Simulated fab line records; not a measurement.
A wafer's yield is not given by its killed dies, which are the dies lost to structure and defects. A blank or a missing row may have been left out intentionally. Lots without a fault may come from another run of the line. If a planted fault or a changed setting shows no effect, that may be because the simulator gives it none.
Split-lot trial ; flow gf180mcu ; 23 wafers read from 5 lots, route of 602 steps

THE SPLIT ITSELF
At GF_MVPSD_IMPLANT_09, the setting dose_cm2 was moved away from the recipe's 5e+12 on 12 of the 23 wafers read, by -4.0% to +7.3%. This setting was run at the recipe's value on the other wafers.

FROM THE SPLIT TO THE READING: what the file shows between them, 2 steps
- GF_VT_IMPLANT_DEVELOP_28: develop time 60 s (also split here: develop_time_s)
- GF_VT_IMPLANT_IMPLANT_30

THE READING
MVPSD_RS in ohm/sq, measured at GF_VT_IMPLANT_RS_MEAS_49 by four-point-probe. Typical for fault-free wafers on this fab line: 1160 ohm/sq, with standard deviation 3.1 ohm/sq.

wafer;tool, chamber at the split;dose_cm2 as run;against the recipe;MVPSD_RS, ohm/sq;against lot-mates on the recipe
L079.1;implanter-04, 0;5.109e+12;+2.2%;1160;+0
L079.2;implanter-04, 0;5.109e+12;+2.2%;1155;-6
L079.4;implanter-04, 0;5.109e+12;+2.2%;1155;-6
L079.5;implanter-04, 0;5e+12;recipe;1163;-
L079.6;implanter-04, 0;5e+12;recipe;1158;-
L082.2;implanter-01, 0;4.801e+12;-4.0%;1174;+13
L082.3;implanter-01, 0;5e+12;recipe;1160;-
L082.4;implanter-01, 0;4.801e+12;-4.0%;1173;+12
L082.5;implanter-01, 0;5e+12;recipe;1162;-
L082.6;implanter-01, 0;4.801e+12;-4.0%;1168;+7
L083.2;implanter-01, 0;5e+12;recipe;1156;-
L083.4;implanter-01, 0;5e+12;recipe;1158;-
L083.5;implanter-01, 0;5e+12;recipe;1156;-
L084.1;implanter-02, 0;5.365e+12;+7.3%;1139;-19
L084.2;implanter-02, 0;5.365e+12;+7.3%;1139;-19
L084.3;implanter-02, 0;5.365e+12;+7.3%;1142;-16
L084.5;implanter-02, 0;5e+12;recipe;1157;-
L084.6;implanter-02, 0;5e+12;recipe;1159;-
L085.1;implanter-02, 0;5.225e+12;+4.5%;1148;-10
L085.2;implanter-02, 0;5e+12;recipe;1157;-
L085.3;implanter-02, 0;5.225e+12;+4.5%;1146;-12
L085.4;implanter-02, 0;5e+12;recipe;1159;-
L085.6;implanter-02, 0;5.225e+12;+4.5%;1146;-12

FIT RESULTS
A straight line over all 23 wafers: MVPSD_RS changes by -2.72 ohm/sq for each +1% of dose_cm2; r = -0.96; the points scatter about the line by 2.6 ohm/sq.
The same after taking each lot's own level away (the mean of its wafers on the recipe; 23 wafers): -2.51 ohm/sq for each +1%; r = -0.98; scatter 1.9 ohm/sq.
According to that fit, moving dose_cm2 by its largest amount changes the reading by 18 ohm/sq.
The lots' own levels span 1156.7 to 1161.0 ohm/sq, that is 1.4 times the standard deviation above.
Consequently the slope shifts little with the lot-to-lot level, the two slopes agreeing.
Check: -17.8 ohm/sq against its lot-mates is what the line predicts for one of the wafers moved furthest among these (+7.3%) when that wafer is left out of the fit. It came out at -19 ohm/sq against them.

FURTHER SPLITS ON THESE WAFERS
Before the reading, these wafers also passed through other splits. Each is held against what the fit with the lots' levels taken away leaves over:
other split on the same wafers;wafers away from the commonest value;r with MVPSD_RS (lot level and that fit taken away)
GF_STI_ETCH_14 icp_w;8;-0.03
GF_STI_OXIDATION_21 ox_time_s;10;-0.12
GF_STI_OXIDATION_29 temp_c;15;-0.07
GF_MVSD_STRIP_10 power_w;10;+0.30
GF_VT_IMPLANT_DEVELOP_28 develop_time_s;4;+0.09

FILE'S OWN FIT
MVPSD_RS changes by -2.44 ohm/sq for each +1% of dose_cm2, r = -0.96.
